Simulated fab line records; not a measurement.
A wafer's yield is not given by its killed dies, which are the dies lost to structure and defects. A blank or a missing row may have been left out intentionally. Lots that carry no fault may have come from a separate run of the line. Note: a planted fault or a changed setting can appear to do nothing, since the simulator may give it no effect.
Matching of chambers || flow sky130 || rie diel-04 running SKY_PAD_OPEN_ETCH_07: 4 sister chambers
The step etches the open film in CF4/O2, stops on AlCu, target depth 725 nm, time 161.1 s. 4 wafers are shown with their chamber, then 10 later ones without.

== WAFERS WITH THEIR CHAMBER ==
{"wafer": "L083.2", "chamber": 0, "oes product au (a.u.)": 0.968}
{"wafer": "L083.6", "chamber": 1, "oes product au (a.u.)": 0.975}
{"wafer": "L086.1", "chamber": 3, "oes product au (a.u.)": 0.969}
{"wafer": "L086.3", "chamber": 2, "oes product au (a.u.)": 0.980}

== WAFERS WITH NO CHAMBER GIVEN ==
{"wafer": "L086.5", "oes product au (a.u.)": 0.973}
{"wafer": "L089.1", "oes product au (a.u.)": 0.972}
{"wafer": "L089.3", "oes product au (a.u.)": 0.974}
{"wafer": "L089.6", "oes product au (a.u.)": 0.979}
{"wafer": "L095.1", "oes product au (a.u.)": 0.974}
{"wafer": "L095.2", "oes product au (a.u.)": 0.968}
{"wafer": "L095.3", "oes product au (a.u.)": 0.975}
{"wafer": "L096.2", "oes product au (a.u.)": 0.969}
{"wafer": "L096.3", "oes product au (a.u.)": 0.966}
{"wafer": "L096.4", "oes product au (a.u.)": 0.975}

== WHICH CHAMBER EACH WENT THROUGH ==
{"wafer": "L086.5", "from the rows above": "can't be placed: 1 or 3", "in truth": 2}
{"wafer": "L089.1", "from the rows above": "can't be placed: 1 or 3 or 0", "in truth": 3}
{"wafer": "L089.3", "from the rows above": 1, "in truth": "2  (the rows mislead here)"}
{"wafer": "L089.6", "from the rows above": 2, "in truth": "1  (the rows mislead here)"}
{"wafer": "L095.1", "from the rows above": 1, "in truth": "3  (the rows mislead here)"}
{"wafer": "L095.2", "from the rows above": "can't be placed: 0 or 3", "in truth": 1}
{"wafer": "L095.3", "from the rows above": 1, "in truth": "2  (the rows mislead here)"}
{"wafer": "L096.2", "from the rows above": "can't be placed: 3 or 0", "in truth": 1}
{"wafer": "L096.3", "from the rows above": "can't be placed: 0 or 3", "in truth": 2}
{"wafer": "L096.4", "from the rows above": 1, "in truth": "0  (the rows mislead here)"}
Correctly placed: 0 of 10. These rows do not allow placing 5 (true chamber among the candidates in 1). 5 placed wrongly.
How it was worked out, from the rows above alone: a wafer's distance from a chamber is the root of the sum, over the readings, of the square of ((its reading less the chamber's mean) divided by the reading's scatter). The wafer belongs to the nearest chamber; if the next one is less than 2 further off, it can't be placed. A chamber's mean is the mean of its shown wafers. The scatter (one wafer shown for each chamber): square how far every hidden wafer sits from the nearest shown wafer, average those squares and take the square root.
